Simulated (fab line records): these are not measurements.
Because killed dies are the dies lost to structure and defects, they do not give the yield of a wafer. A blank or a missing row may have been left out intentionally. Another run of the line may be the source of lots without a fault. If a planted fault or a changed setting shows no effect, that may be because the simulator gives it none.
Which tool is to blame? | flow gf180mcu | 24 lots, 72 wafers sampled, at 6 steps of a route of 602

## WHAT THE GAUGES SHOWED, per wafer
GF_MVSD_OVL_MEAS_07. Usual: for MVSD_OVL the level is -0.4 nm and the standard deviation is 1.1.
lot  | measured     | on         | MVSD_OVL (nm)  | flag
L074 | day 4 09:09  | overlay-01 | -0.1 0.5 -0.3  |
L075 | day 4 18:23  | overlay-01 | 0.8 -0.5 0.6   |
L076 | day 5 01:55  | overlay-01 | -0.3 -2.2 -0.6 |
L077 | day 5 04:52  | overlay-02 | -1.5 -1.0 -2.1 |
L078 | day 5 11:14  | overlay-02 | -1.0 -0.3 1.2  |
L079 | day 5 14:14  | overlay-02 | -1.3 -1.5 -2.1 |
L080 | day 5 20:47  | overlay-02 | 1.0 1.3 1.2    |
L081 | day 6 04:58  | overlay-01 | 0.0 -0.5 0.2   |
L082 | day 6 09:41  | overlay-01 | 0.0 -0.1 -0.5  |
L083 | day 6 14:01  | overlay-02 | -2.0 -1.7 -1.6 |
L084 | day 6 22:17  | overlay-01 | -0.4 -0.5 -2.8 |
L085 | day 7 02:36  | overlay-01 | -0.1 -1.2 -0.1 |
L086 | day 7 07:31  | overlay-01 | -0.8 -0.7 -0.1 |
L087 | day 7 15:08  | overlay-02 | 2.0 0.2 1.7    |
L088 | day 7 20:12  | overlay-01 | -0.7 0.7 -0.2  |
L089 | day 8 01:49  | overlay-02 | 0.1 0.0 0.2    |
L090 | day 8 09:05  | overlay-01 | -0.3 -1.9 -1.0 |
L091 | day 8 13:19  | overlay-01 | 0.2 0.2 -0.8   |
L092 | day 8 19:01  | overlay-01 | -0.9 -1.9 -2.8 |
L093 | day 9 00:28  | overlay-02 | -0.8 -0.6 -1.5 |
L094 | day 9 05:54  | overlay-02 | 0.8 -0.9 0.6   |
L095 | day 9 11:43  | overlay-02 | -1.5 -1.9 -2.5 |
L096 | day 9 17:05  | overlay-02 | -0.3 -0.1 -0.2 |
L097 | day 10 00:31 | overlay-02 | 0.6 -0.7 -1.2  |

GF_HV_LDD_OVL_MEAS_32. Usual: for HV_LDD_02_OVL the level is 0.4 nm and the standard deviation is 1.3.
lot  | measured     | on         | HV_LDD_02_OVL (nm) | flag
L074 | day 11 11:19 | overlay-01 | -0.4 0.4 -1.3      |
L075 | day 12 01:23 | overlay-02 | 1.1 1.8 1.0        |
L076 | day 12 17:12 | overlay-02 | 0.5 0.2 0.2        |
L077 | day 12 19:17 | overlay-01 | 0.6 1.9 1.0        |
L078 | day 13 06:38 | overlay-02 | -0.4 0.4 -0.3      |
L079 | day 13 06:56 | overlay-02 | 2.4 2.4 2.2        |
L080 | day 13 19:14 | overlay-02 | 0.5 0.8 -0.3       |
L081 | day 14 04:47 | overlay-02 | 1.3 1.0 1.6        |
L082 | day 14 09:01 | overlay-01 | -1.1 0.4 -0.9      |
L083 | day 14 10:56 | overlay-02 | -0.2 2.5 1.8       |
L084 | day 14 20:14 | overlay-01 | 0.6 -0.8 0.9       |
L085 | day 15 03:25 | overlay-02 | -0.8 0.8 -0.8      |
L086 | day 15 10:38 | overlay-01 | -2.8 -3.3 -2.6     |
L087 | day 15 18:52 | overlay-02 | 1.5 1.8 0.9        |
L088 | day 16 03:23 | overlay-01 | 0.8 0.7 2.2        |
L089 | day 16 08:09 | overlay-01 | -1.0 -1.6 -2.2     |
L090 | day 16 19:07 | overlay-01 | 1.6 0.0 -0.3       |
L091 | day 17 01:34 | overlay-02 | 1.3 1.4 0.8        |
L092 | day 17 05:51 | overlay-02 | 1.5 0.1 -1.6       |
L093 | day 17 12:27 | overlay-01 | 0.5 0.4 1.4        |
L094 | day 17 18:23 | overlay-02 | 1.1 -0.3 1.1       |
L095 | day 18 08:11 | overlay-01 | 0.6 0.2 -0.7       |
L096 | day 18 13:04 | overlay-01 | -0.5 0.6 -0.3      |
L097 | day 19 02:17 | overlay-01 | -1.0 -0.7 0.4      |

GF_SALICIDE_THK_MEAS_05: measures by xrf. Usual: for SALICIDE_TIN_THK the level is 20.04 nm and the standard deviation is 0.27.
lot  | measured     | on            | SALICIDE_TIN_THK (nm) | flag
L074 | day 15 02:18 | film metro-02 | 20.33 20.48 20.50     |
L075 | day 15 18:28 | film metro-02 | 20.17 20.02 20.26     |
L076 | day 16 10:40 | film metro-01 | 19.64 19.89 20.05     |
L077 | day 16 11:53 | film metro-02 | 20.50 20.58 20.58     |
L078 | day 17 03:09 | film metro-01 | 20.32 20.16 20.17     |
L079 | day 17 04:46 | film metro-01 | 19.91 20.09 19.85     |
L080 | day 17 16:42 | film metro-04 | 20.07 20.30 19.65     |
L081 | day 18 03:50 | film metro-04 | 19.94 20.14 20.40     |
L082 | day 18 07:57 | film metro-02 | 19.92 20.01 20.08     |
L083 | day 18 10:23 | film metro-04 | 19.62 19.91 19.97     |
L084 | day 18 20:23 | film metro-02 | 20.13 20.30 20.35     |
L085 | day 19 05:23 | film metro-04 | 19.86 19.84 20.03     |
L086 | day 19 12:34 | film metro-01 | 19.93 19.65 20.08     |
L087 | day 19 21:50 | film metro-02 | 20.02 20.15 19.96     |
L088 | day 20 08:47 | film metro-01 | 20.01 19.99 19.87     |
L089 | day 20 12:05 | film metro-04 | 20.12 20.01 19.82     |
L090 | day 21 00:28 | film metro-01 | 19.61 19.35 19.70     |
L091 | day 21 07:23 | film metro-01 | 19.77 19.80 19.60     |
L092 | day 21 11:11 | film metro-02 | 20.00 20.10 19.88     |
L093 | day 21 16:49 | film metro-01 | 20.20 20.10 20.09     |
L094 | day 21 23:22 | film metro-02 | 20.06 20.25 20.16     |
L095 | day 22 12:20 | film metro-04 | 20.39 20.46 20.77     |
L096 | day 22 19:13 | film metro-04 | 20.31 20.43 20.08     |
L097 | day 23 07:44 | film metro-01 | 19.85 19.88 19.56     |

GF_MIM_THK_MEAS_11: measures by xrf. Usual: for MIM_ALCU_THK the level is 200.5 nm and the standard deviation is 2.1.
lot  | measured     | on            | MIM_ALCU_THK (nm) | flag
L074 | day 24 12:01 | film metro-01 | 200.2 197.7 198.1 |
L075 | day 25 01:51 | film metro-02 | 201.8 199.8 200.6 |
L076 | day 25 18:00 | film metro-02 | 199.8 200.1 202.0 |
L077 | day 25 18:29 | film metro-03 | 200.3 197.8 201.2 |
L078 | day 26 10:42 | film metro-03 | 196.6 200.5 197.8 |
L079 | day 26 12:07 | film metro-01 | 199.2 197.2 199.1 |
L080 | day 26 19:13 | film metro-03 | 202.7 202.5 199.8 |
L081 | day 27 07:45 | film metro-02 | 201.3 202.4 199.0 |
L082 | day 27 11:25 | film metro-02 | 197.5 196.9 200.2 |
L083 | day 27 13:18 | film metro-02 | 201.0 201.2 198.8 |
L084 | day 27 18:30 | film metro-03 | 198.3 198.2 198.2 |
L085 | day 28 04:41 | film metro-02 | 201.5 200.1 201.3 |
L086 | day 28 10:37 | film metro-03 | 199.5 195.8 200.0 |
L087 | day 28 15:52 | film metro-01 | 199.3 201.5 200.1 |
L088 | day 29 03:15 | film metro-02 | 206.6 205.3 203.9 |
L089 | day 29 06:34 | film metro-02 | 202.9 200.1 200.1 |
L090 | day 29 14:40 | film metro-01 | 201.2 198.0 201.4 |
L091 | day 29 23:28 | film metro-03 | 202.9 201.1 201.5 |
L092 | day 30 00:26 | film metro-03 | 202.8 199.0 203.5 |
L093 | day 30 08:07 | film metro-03 | 198.8 199.3 199.5 |
L094 | day 30 07:26 | film metro-03 | 199.8 202.4 203.6 |
L095 | day 30 22:05 | film metro-03 | 201.2 204.2 204.6 |
L096 | day 31 03:19 | film metro-03 | 204.5 202.1 201.8 |
L097 | day 31 11:35 | film metro-02 | 201.7 198.5 198.6 |

GF_V5_THK_MEAS_25: measures by xrf. Usual: for V5_W_THK the level is 359 nm and the standard deviation is 4.9.
lot  | measured     | on            | V5_W_THK (nm) | flag
L074 | day 27 05:13 | film metro-02 | 357 360 366   |
L075 | day 27 19:21 | film metro-03 | 356 363 357   |
L076 | day 28 08:30 | film metro-02 | 365 364 366   |
L077 | day 28 10:28 | film metro-02 | 376 367 370   |
L078 | day 29 01:59 | film metro-04 | 368 362 362   |
L079 | day 29 03:38 | film metro-04 | 357 356 353   |
L080 | day 29 08:59 | film metro-04 | 355 354 351   |
L081 | day 29 20:56 | film metro-02 | 355 357 361   |
L082 | day 30 00:41 | film metro-02 | 357 356 356   |
L083 | day 30 01:37 | film metro-02 | 357 360 358   |
L084 | day 30 06:41 | film metro-02 | 364 359 363   |
L085 | day 30 15:59 | film metro-02 | 365 364 363   |
L086 | day 30 22:16 | film metro-02 | 356 366 360   |
L087 | day 31 03:40 | film metro-04 | 353 357 360   |
L088 | day 31 13:37 | film metro-03 | 367 365 365   |
L089 | day 31 15:42 | film metro-02 | 358 359 361   |
L090 | day 31 23:40 | film metro-02 | 360 356 364   |
L091 | day 32 07:41 | film metro-02 | 353 357 357   |
L092 | day 32 08:54 | film metro-04 | 355 359 353   |
L093 | day 32 15:46 | film metro-04 | 353 359 347   |
L094 | day 32 15:20 | film metro-02 | 357 359 363   |
L095 | day 33 02:54 | film metro-04 | 357 355 356   |
L096 | day 33 10:05 | film metro-02 | 357 359 354   |
L097 | day 33 15:19 | film metro-04 | 359 355 353   |

## WHICH TOOL RAN EACH LOT (tool, then ch and the chambers of the sampled wafers, then the start)
lot  | GF_SALICIDE_RTA_08
L074 | rtp anneal-01 ch 0, day 15 02:34
L075 | rtp anneal-02 ch 0, day 15 18:43
L076 | rtp anneal-01 ch 0, day 16 10:55
L077 | rtp anneal-01 ch 0, day 16 12:08
L078 | rtp anneal-01 ch 0, day 17 03:25
L079 | rtp anneal-02 ch 0, day 17 05:01
L080 | rtp anneal-01 ch 0, day 17 16:58
L081 | rtp anneal-02 ch 0, day 18 04:05
L082 | rtp anneal-02 ch 0, day 18 08:13
L083 | rtp anneal-02 ch 0, day 18 10:38
L084 | rtp anneal-01 ch 0, day 18 20:38
L085 | rtp anneal-01 ch 0, day 19 05:39
L086 | rtp anneal-02 ch 0, day 19 12:49
L087 | rtp anneal-01 ch 0, day 19 22:07
L088 | rtp anneal-02 ch 0, day 20 09:04
L089 | rtp anneal-01 ch 0, day 20 12:21
L090 | rtp anneal-01 ch 0, day 21 00:44
L091 | rtp anneal-01 ch 0, day 21 07:40
L092 | rtp anneal-02 ch 0, day 21 11:26
L093 | rtp anneal-01 ch 0, day 21 17:04
L094 | rtp anneal-01 ch 0, day 21 23:38
L095 | rtp anneal-02 ch 0, day 22 12:48
L096 | rtp anneal-01 ch 0, day 22 19:42
L097 | rtp anneal-02 ch 0, day 23 07:59
- GF_SALICIDE_RTA_08: time 30 s.

## WHAT THE TOOLS THEMSELVES READ (means of the sampled wafers that have a number; where no wafer has one, the mark that the record gives instead)
GF_SALICIDE_RTA_08. Usual: lamp power pct 16.3 %, standard deviation 1.2; wafer_temp_C_max 804.8, standard deviation 1.6.
lot  | tool          | lamp power pct (%) | wafer_temp_C_max | flag
L074 | rtp anneal-01 | 15.3               | 806.9            |
L075 | rtp anneal-02 | 17.8               | 802.7            |
L076 | rtp anneal-01 | 15.3               | 806.0            |
L077 | rtp anneal-01 | 15.3               | 806.0            |
L078 | rtp anneal-01 | 15.3               | 806.3            |
L079 | rtp anneal-02 | 17.8               | 804.0            |
L080 | rtp anneal-01 | 15.3               | 806.5            |
L081 | rtp anneal-02 | 17.8               | 803.5            |
L082 | rtp anneal-02 | 17.7               | 803.6            |
L083 | rtp anneal-02 | 17.8               | 802.5            |
L084 | rtp anneal-01 | 15.3               | 805.2            |
L085 | rtp anneal-01 | 15.3               | 805.9            |
L086 | rtp anneal-02 | 17.8               | 803.2            |
L087 | rtp anneal-01 | 15.3               | 806.3            |
L088 | rtp anneal-02 | 17.8               | 803.5            |
L089 | rtp anneal-01 | 15.3               | 805.5            |
L090 | rtp anneal-01 | 15.3               | 804.7            |
L091 | rtp anneal-01 | 15.3               | 805.6            |
L092 | rtp anneal-02 | 17.8               | 803.9            |
L093 | rtp anneal-01 | 15.3               | 805.2            |
L094 | rtp anneal-01 | 15.3               | 804.9            |
L095 | rtp anneal-02 | 17.8               | 803.6            |
L096 | rtp anneal-01 | 15.3               | 805.5            |
L097 | rtp anneal-02 | 17.8               | 803.2            |

## THE ANSWER, worked out from the rows above alone
Rule: lot off if the mean of its wafers having a number is beyond 3 standard deviations from the usual mean. Also off: a lot with no number at a reading for which 4 or more lots have one. Where the step has rows for the other lots, those lots are counted as sound. The gauges are gone through in route order, then the tools' own readings, and for those a lot's mean is taken as printed above. At the first step where some lot is off, the reading lying furthest off is the one used; lots without a number count as furthest.
Nothing can be told from this: no lot is off at any reading shown.

## WHAT WAS PUT IN BY THE SIMULATOR
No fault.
